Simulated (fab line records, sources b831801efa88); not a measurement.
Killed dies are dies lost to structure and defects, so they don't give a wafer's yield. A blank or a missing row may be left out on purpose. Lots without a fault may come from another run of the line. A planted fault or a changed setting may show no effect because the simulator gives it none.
fab line records | flow gf180mcu
record lots=11 wafers=33 last_day=33
route steps=602 shown M2@378 M3@426 V3@433
lots that met no fault: from a run of the same line without faults
start_h: hours from the record's first day to the start of the lot's first wafer shown | wait_h: hours since the lot's step before | " the same as in the row above | L1.1+2: a row that stands for several wafers | - no value, or no start given | * or withheld: withheld | < > ~ a bound
route shown NAME@n: a module of which the file shows steps, and the number in the route of the first | usual: mean/standard deviation of fault-free wafers | same: alike in all rows | chamber/n: place in a boat | sites: the reading at each site | _std_site: their standard deviation | _edge_site: outer sites' mean less inner sites' | radius_mm: how far each site lies from the wafer's centre | mask NAME#n: copy n | behind: the tool/chamber that last shaped the wafer | hold: why the lot was held/for how many hours/how that ended | device: the transistor (n, p or np) that didn't switch | end of line: the same wafers' tests at the end of the route | a step without rows: its recipe alone | killed: dies lost to structure and defects at the first sort, not the wafer's yield | map: a wafer's dies, x killed, . not, _ none there
set.NAME: the setting as run; set.NAME@STEP: as run at that earlier step | model.NAME: the simulator's own value behind a step, which no gauge read
steps of the route over a sample of lots; a table a step, a row a wafer
services: from which hour (start_h, from the record's first day; less than 0 if before it) a tool's chamber was out of use, for how many hours, and why
## steps
# step GF_M2_METAL_ETCH_16
# recipe chemistry=Cl2/BCl3 mask_material=KrF target_depth_nm=750.8 stop_on=SiO2 pressure_mtorr=8 icp_w=800 bias_w=140 Cl2_flow_sccm=80 bcl3_flow_sccm=40 time_s=125.1
# usual bias_w=140.0/0.48 drypump_motor_current_A=6.0/0.38 oes_product_au=0.987/0.0073 throttle_valve_pct=28.231/0.01
# columns lot.wafer tool chamber start_h wait_h bias_w drypump_motor_current_A oes_product_au rf_hours_counter_h throttle_valve_pct
L338.2 rie_metal-03 0 435.09 0.0 139.6 6.5 1.002 5 28.225
L338.3 " 0 " " 140.1 6.4 0.997 - 28.225
L338.6 " 0 " " 139.9 6.5 0.988 - 28.226
L340.2 rie_metal-03 1 456.95 0.0 140.4 5.9 0.984 8 28.219
L340.3 " 1 " " 140.2 6.0 0.982 - 28.242
L340.6 " 0 " " 138.9 6.5 0.994 - 28.221
L341.4 rie_metal-02 1 465.16 0.1 139.8 6.2 0.993 - 28.219
L341.5 " 0 " " 139.0 6.0 0.973 - 28.240
L341.6 " 1 " " 139.6 6.2 0.986 - 28.231
L343.1 rie_metal-01 1 491.29 0.0 140.0 5.2 0.977 13 28.229
L343.3 " 0 " " 139.7 6.1 1.001 - 28.216
L343.5 " 1 " " 139.6 5.2 0.980 - 28.250
L345.1 rie_metal-02 0 500.89 0.0 140.1 6.0 0.973 6 28.230
L345.2 " 1 " " 140.0 6.2 0.973 13 28.249
L345.6 " 0 " " 140.1 6.0 0.974 - 28.227
L351.2 rie_metal-01 0 557.51 0.1 140.5 6.1 0.988 - 28.224
L351.4 " 0 " " 140.5 6.2 0.987 - 28.226
L351.6 " 0 " " 140.1 6.1 0.990 - 28.212
L352.2 rie_metal-03 0 561.77 0.0 140.3 6.5 0.989 8 28.234
L352.4 " 0 " " 139.9 6.5 0.996 - 28.233
L352.5 " 0 " " 139.3 6.5 0.986 - 28.247
L353.1 rie_metal-03 0 569.52 0.0 140.3 6.5 0.988 8 28.221
L353.2 " 1 " " 140.0 6.0 0.966 11 28.251
L353.5 " 1 " " 139.8 5.9 0.975 - 28.239
L355.1 rie_metal-03 1 583.32 0.0 214.3 6.0 0.995 11 28.212
L355.2 " 0 " " 215.6 6.5 1.003 8 28.219
L355.3 " 0 " " 215.5 6.5 1.000 - 28.227
L356.1 rie_metal-02 1 597.85 0.0 140.5 6.2 0.978 1 28.219
L356.3 " 0 " " 138.9 6.0 0.993 - 28.215
L356.5 " 0 " " 140.1 6.0 0.986 - 28.224
L357.1 rie_metal-03 1 604.55 0.0 213.8 6.0 0.998 12 28.221
L357.3 " 0 " " 214.2 6.5 0.997 - 28.215
L357.5 " 0 " " 215.2 6.5 0.998 - 28.224
# step GF_M2_STRIP_17
# recipe chemistry=O2/N2 power_w=1400 pressure_mtorr=1500 platen_temp_c=250 o2_flow_sccm=3000 n2_flow_sccm=300 overash_fraction=0.5
# usual drypump_motor_current_A=5.4/0.39 heater_power_w=339/38 oes_product_au=0.538/0.0046 strip_time_to_endpoint_s=7.40/0.061
# columns lot.wafer tool chamber start_h wait_h drypump_motor_current_A heater_power_w oes_product_au rf_hours_counter_h strip_time_to_endpoint_s
L338.2 plasma_asher-01 1 435.22 0.1 4.9 328 0.536 0 7.39
L338.3 " 1 " " 4.9 327 0.550 - 7.36
L338.6 " 0 " " 5.7 347 0.537 - 7.38
L340.2 plasma_asher-03 0 457.08 0.1 5.4 288 0.544 74 7.46
L340.3 " 0 " " 5.4 292 0.541 - 7.39
L340.6 " 1 " " 6.1 341 0.534 - 7.36
L341.4 plasma_asher-03 1 465.28 0.1 6.0 338 0.535 - 7.35
L341.5 " 1 " " 6.1 341 0.541 - 7.43
L341.6 " 0 " " 5.4 293 0.543 - 7.40
L343.1 plasma_asher-03 0 491.42 0.1 5.4 294 0.536 77 7.45
L343.3 " 1 " " 6.0 339 0.538 - 7.34
L343.5 " 0 " " 5.4 299 0.539 - 7.49
L345.1 plasma_asher-02 1 501.02 0.1 5.3 311 0.538 80 7.43
L345.2 " 0 " " 5.1 432 0.540 80 7.38
L345.6 " 0 " " 5.1 435 0.536 - 7.44
L351.2 plasma_asher-01 1 557.73 0.2 4.9 321 0.537 9 7.28
L351.4 " 0 " " 5.6 348 0.539 - 7.29
L351.6 " 0 " " 5.6 359 0.537 - 7.25
L352.2 plasma_asher-01 1 561.90 0.1 4.9 328 0.542 10 7.39
L352.4 " 1 " " 4.9 330 0.531 - 7.39
L352.5 " 1 " " 4.9 332 0.533 - 7.42
L353.1 plasma_asher-01 0 569.65 0.1 5.6 348 0.536 11 7.36
L353.2 " 1 " " 4.9 326 0.541 11 7.47
L353.5 " 0 " " 5.7 346 0.548 - 7.47
L355.1 plasma_asher-01 1 583.45 0.1 4.8 328 0.522 12 7.03
L355.2 " 0 " " 5.6 347 0.521 12 6.93
L355.3 " 1 " " 4.9 327 0.519 - 6.95
L356.1 plasma_asher-02 1 597.98 0.1 5.3 309 0.545 90 7.38
L356.3 " 0 " " 5.1 443 0.533 - 7.40
L356.5 " 1 " " 5.3 310 0.537 - 7.39
L357.1 plasma_asher-01 0 604.68 0.1 5.6 352 0.524 14 7.05
L357.3 " 0 " " 5.6 352 0.523 - 6.97
L357.5 " 0 " " 5.6 341 0.525 - 6.98
# step GF_M3_STRIP_17
# recipe chemistry=O2/N2 power_w=1400 pressure_mtorr=1500 platen_temp_c=250 o2_flow_sccm=3000 n2_flow_sccm=300 overash_fraction=0.5
# usual drypump_motor_current_A=5.6/0.34 heater_power_w=334/26 oes_product_au=0.538/0.0054 strip_time_to_endpoint_s=7.38/0.07
# columns lot.wafer tool chamber start_h wait_h drypump_motor_current_A heater_power_w oes_product_au rf_hours_counter_h strip_time_to_endpoint_s
L338.2 plasma_asher-03 0 486.48 0.1 5.4 299 0.541 77 7.31
L338.3 " 0 " " 5.5 292 0.531 - 7.30
L338.6 " 0 " " 5.4 292 0.545 - 7.48
L340.2 plasma_asher-01 0 507.97 0.1 5.6 350 0.540 8 7.45
L340.3 " 1 " " 4.9 331 0.540 - 7.47
L340.6 " 0 " " 5.6 353 0.532 - 7.46
L341.4 plasma_asher-04 0 515.42 0.1 5.6 371 0.537 - 7.29
L341.5 " 0 " " 5.7 377 0.534 - 7.27
L341.6 " 1 " " 5.5 332 0.535 - 7.40
L343.1 plasma_asher-04 1 540.38 0.1 5.5 332 0.533 46 7.36
L343.3 " 0 " " 5.6 375 0.535 - 7.45
L343.5 " 0 " " 5.7 372 0.535 - 7.44
L345.1 plasma_asher-03 1 550.42 0.1 6.1 341 0.535 85 7.37
L345.2 " 0 " " 5.4 287 0.535 85 7.42
L345.6 " 1 " " 6.0 331 0.548 - 7.46
L351.2 plasma_asher-03 1 603.97 0.1 6.0 335 0.533 91 7.43
L351.4 " 0 " " 5.4 291 0.536 - 7.41
L351.6 " 0 " " 5.4 298 0.525 - 7.25
L352.2 plasma_asher-04 0 607.07 0.1 5.7 378 0.532 54 7.31
L352.4 " 1 " " 5.5 328 0.532 - 7.27
L352.5 " 1 " " 5.5 320 0.532 - 7.31
L353.1 plasma_asher-04 0 613.88 0.1 5.7 382 0.545 55 7.50
L353.2 " 1 " " 5.5 330 0.538 55 7.43
L353.5 " 1 " " 5.5 322 0.537 - 7.51
L355.1 plasma_asher-04 1 628.58 0.1 5.5 322 0.527 57 7.20
L355.2 " 0 " " 5.7 371 0.542 57 7.39
L355.3 " 0 " " 5.7 381 0.525 - 7.23
L356.1 plasma_asher-01 0 641.37 0.1 5.6 340 0.524 19 7.22
L356.3 " 0 " " 5.6 344 0.526 - 7.21
L356.5 " 0 " " 5.6 355 0.544 - 7.37
L357.1 plasma_asher-03 1 648.52 0.1 6.1 335 0.550 96 7.41
L357.3 " 1 " " 6.1 336 0.542 - 7.39
L357.5 " 1 " " 6.0 336 0.537 - 7.43
# step GF_V3_CMP_04
# recipe material=SiO2 down_force_psi=4 platen_rpm=60 pad_velocity_m_s=0.94248
# usual edge_zone_pressure_frac=1.000/0.0054 motor_current_A=12.4/0.95 time_to_endpoint_s=78/6.2
# columns lot.wafer tool chamber start_h wait_h edge_zone_pressure_frac motor_current_A time_to_endpoint_s
L338.2 cmp-02 2 487.64 0.3 0.999 12.3 66
L338.3 " 0 " " 1.000 12.9 77
L338.6 " 2 " " 1.002 11.2 72
L340.3 cmp-02 3 508.89 0.0 1.008 12.2 81
L340.2 " 0 " " 1.003 12.9 83
L340.6 " 3 " " 1.005 12.9 90
L341.4 cmp-01 3 516.36 0.2 0.998 11.0 78
L341.5 " 0 " " 1.001 14.5 77
L341.6 " 1 " " 0.999 11.1 81
L343.1 cmp-01 1 541.18 0.1 1.000 11.3 82
L343.3 " 0 " " 1.004 14.6 72
L343.5 " 1 " " 1.004 11.0 74
L345.2 cmp-02 2 551.41 0.1 0.987 12.4 76
L345.1 " 0 " " 0.994 12.3 79
L345.6 " 1 " " 1.004 11.8 89
L351.4 cmp-01 2 604.90 0.2 0.989 12.8 89
L351.2 " 0 " " 1.003 14.2 73
L351.6 " 2 " " 0.996 13.6 82
L352.4 cmp-01 2 607.86 0.0 0.995 12.9 75
L352.2 " 3 " " 0.996 11.7 74
L352.5 " 3 " " 0.996 11.8 81
L353.1 cmp-01 3 614.77 0.1 0.994 11.5 81
L353.2 " 0 " " 1.003 14.5 80
L353.5 " 2 " " 0.998 13.9 88
L355.3 cmp-01 1 629.38 0.0 0.999 11.4 75
L355.2 " 2 " " 1.008 13.1 73
L355.1 " 3 " " 0.990 10.9 66
L356.1 cmp-02 1 642.20 0.1 1.001 11.6 70
L356.3 " 0 " " 1.005 12.7 78
L356.5 " 1 " " 0.999 12.2 79
L357.1 cmp-02 2 649.41 0.1 0.996 11.9 71
L357.3 " 0 " " 0.994 11.9 77
L357.5 " 2 " " 0.999 11.9 81
# step GF_V3_OVL_MEAS_15
# usual V3_OVL=1/5.1
# columns lot.wafer tool chamber start_h wait_h V3_OVL[nm]
L338.2 overlay-02 - 512.12 0.1 8
L338.3 " - " " 10
L338.6 " - " " 5
L340.2 overlay-02 - 531.97 0.1 -1
L340.3 " - " " 1
L340.6 " - " " 4
L341.4 overlay-02 - 539.37 0.1 -5
L341.5 " - " " -3
L341.6 " - " " -12
L343.1 overlay-02 - 564.37 0.1 2
L343.3 " - " " -3
L343.5 " - " " 2
L345.1 overlay-01 - 573.30 0.1 -3
L345.2 " - " " 0
L345.6 " - " " -6
L351.2 overlay-01 - 626.11 0.1 -2
L351.4 " - " " 5
L351.6 " - " " -1
L352.2 overlay-01 - 629.24 0.1 8
L352.4 " - " " -2
L352.5 " - " " 3
L353.1 overlay-02 - 635.30 0.1 9
L353.2 " - " " -6
L353.5 " - " " 4
L355.1 overlay-01 - 649.78 0.1 6
L355.2 " - " " 2
L355.3 " - " " 1
L356.1 overlay-02 - 662.03 0.1 -5
L356.3 " - " " 5
L356.5 " - " " 8
L357.1 overlay-02 - 669.35 0.1 1
L357.3 " - " " 13
L357.5 " - " " 8
## services
# columns tool chamber start_h hours kind
plasma_asher-03 - 414.54 0.6 repair
plasma_asher-01 - 421.25 9.0 pm
plasma_asher-02 - 433.95 2.8 pm
cmp-01 - 465.69 1.8 repair
cmp-02 - 467.87 0.6 repair
plasma_asher-03 - 475.38 5.1 repair
cmp-02 - 485.82 1.8 repair
cmp-02 - 497.39 5.5 pm
cmp-02 - 507.94 0.3 repair
plasma_asher-01 - 514.86 34.5 repair
rie_metal-01 - 528.96 4.3 pm
cmp-01 - 533.07 3.1 repair
cmp-01 - 542.79 6.9 pm
plasma_asher-02 - 554.59 3.3 repair
cmp-01 - 554.68 2.5 repair
plasma_asher-01 - 559.27 2.5 repair
cmp-02 - 572.04 4.0 pm
plasma_asher-04 - 575.42 1.4 repair
cmp-01 - 584.73 0.4 repair
rie_metal-03 - 592.98 2.8 pm
cmp-02 - 603.09 0.8 repair
cmp-02 - 603.60 2.5 repair
rie_metal-02 0 627.41 10.5 repair
rie_metal-02 - 638.39 6.5 repair
## key
first_sign step=GF_M2_METAL_ETCH_16 reading=bias_w direction=up sigmas=99+ usual=140.0 struck=214.8
effect step=GF_M2_METAL_ETCH_16 reading=oes_product_au direction=up sigmas=1.6 usual=0.987 struck=0.998 wafers_moved=1
effect step=GF_M2_STRIP_17 reading=strip_time_to_endpoint_s direction=down sigmas=6.8 usual=* struck=*
met_at GF_M2_METAL_ETCH_16
struck_lots L355,L357
not_acting_at GF_M3_STRIP_17,GF_V3_CMP_04,GF_V3_OVL_MEAS_15
onset_between 569.52 583.32
fault kind=process_parameter_drift tool=rie_metal-03 chamber=- onset_h=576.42 steps=GF_M2_METAL_ETCH_16 channel=bias_w offset=74.468 shape=step end_h=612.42 acts_in=these_recipes_only stated=140
